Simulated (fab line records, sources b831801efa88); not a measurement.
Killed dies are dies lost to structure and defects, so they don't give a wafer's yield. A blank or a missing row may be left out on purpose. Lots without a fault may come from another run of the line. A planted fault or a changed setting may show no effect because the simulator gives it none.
A struck lot beside a sound one | flow sfq_line | 13 steps out of a route of 325
Sound: wafers L792.1, L792.3, L792.5. Struck: wafer L804.4. (L804.1, L804.5 of the same lot were not struck and are left out.) The cause comes at the end.
At each step with rows: each side's tool, then ch and its chambers, then its first start. Under that, the readings that differ: sound wafers | struck wafers | difference of the means | sigmas: that difference in standard deviations of wafers without a fault.
alike: readings whose means differ by less than 2 such deviations, and words and numbers that are the same on both sides. not compared: withheld readings, readings that some wafer has no value for, bounds like >300 that may hide the same value, and numbers for which the record gives no deviation and whose values overlap.
The two part at a step that has a row with sigmas, a row that says differs or no value, or rows on one side only. Numbers that don't overlap but have no deviation are shown without sigmas and don't part them. A reading that every wafer of one side lacks parts them only if that side has two wafers or more.

first, 2 steps without rows for these wafers: SFQ_TRILAYER_I1_VIA_STRIP_SOLV_CLEAN_054 (cleans in NMP, time 600 s); SFQ_TRILAYER_M2_DEP_PRE_CLEAN_056 (time 22.5 s).
SFQ_TRILAYER_M2_DEP_SPUTTER_055: material Nb, target thk 200 nm, time 133.3 s.
  sound on pvd_sputter-04, day 16 22:14; struck on pvd_sputter-03, day 21 15:02
  alike: throttle_valve_pct
SFQ_M2_RS_MEAS_914: measures by four-point-probe.
  sound on film_metro-01, day 16 22:20; struck on film_metro-01, day 21 15:07
  alike: M2_NB_RS
then, 6 steps without rows for these wafers: SFQ_TRILAYER_M2_LITHO_COAT_062 (resist thk 62 nm); SFQ_TRILAYER_M2_LITHO_COAT_057 (resist thk 600 nm); SFQ_TRILAYER_M2_LITHO_SOFTBAKE_061; SFQ_TRILAYER_M2_LITHO_EXPOSE_058 (exposes mask M2, target cd 500 nm); SFQ_TRILAYER_M2_LITHO_PEB_060 (peb time 60 s); SFQ_TRILAYER_M2_LITHO_DEVELOP_059 (time 60 s).
-- the record jumps here: 4 days lie between the struck wafers' starts before and after --
SFQ_M2_OVL_MEAS_916:
  sound on overlay-02, day 22 06:41; struck on overlay-02, day 25 04:05
  alike: M2_OVL
SFQ_TRILAYER_M2_BARC_OPEN_METAL_ETCH_077: etches BARC in O2, target depth 125 nm, time 41.7 s.
  sound on rie_metal-04 ch 0,1, day 22 06:43; struck on rie_metal-04 ch 1, day 25 04:07
  reading                                             | sound             | struck | difference | sigmas
  oes_product_au (a.u.)                               | 0.683 0.684 0.690 | 0.672  | -0.014     | -3
  run_length_s (s)                                    | 70.4 70.7 70.7    | 72.5   | +1.9       | +5
  model.KrF_of_TRILAYER_M2_LITHO_COAT_057.thk_nm (nm) | 522.8 522.8 522.6 | 520.3  | -2.4       |
  alike: drypump_motor_current_A
  not compared: rf_hours_counter_h
SFQ_TRILAYER_M2_ETCH_METAL_ETCH_060: etches Nb in Cl2/Ar, stops on SiO2, target depth 240 nm, time 120 s.
  sound on rie_metal-04 ch 0,1, day 22 06:47; struck on rie_metal-04 ch 1, day 25 04:11
  alike: drypump_motor_current_A, oes_product_au, run_length_s
  not compared: rf_hours_counter_h

WHERE THEY PART
Only at SFQ_TRILAYER_M2_BARC_OPEN_METAL_ETCH_077, within this record. Later steps at which nothing parts them and some readings are alike: SFQ_TRILAYER_M2_ETCH_METAL_ETCH_060.

WHY: what the simulator had put in
Process parameter drift: rie_metal-04, from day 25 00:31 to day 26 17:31, at SFQ_TRILAYER_M2_BARC_OPEN_METAL_ETCH_077. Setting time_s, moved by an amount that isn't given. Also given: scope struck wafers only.
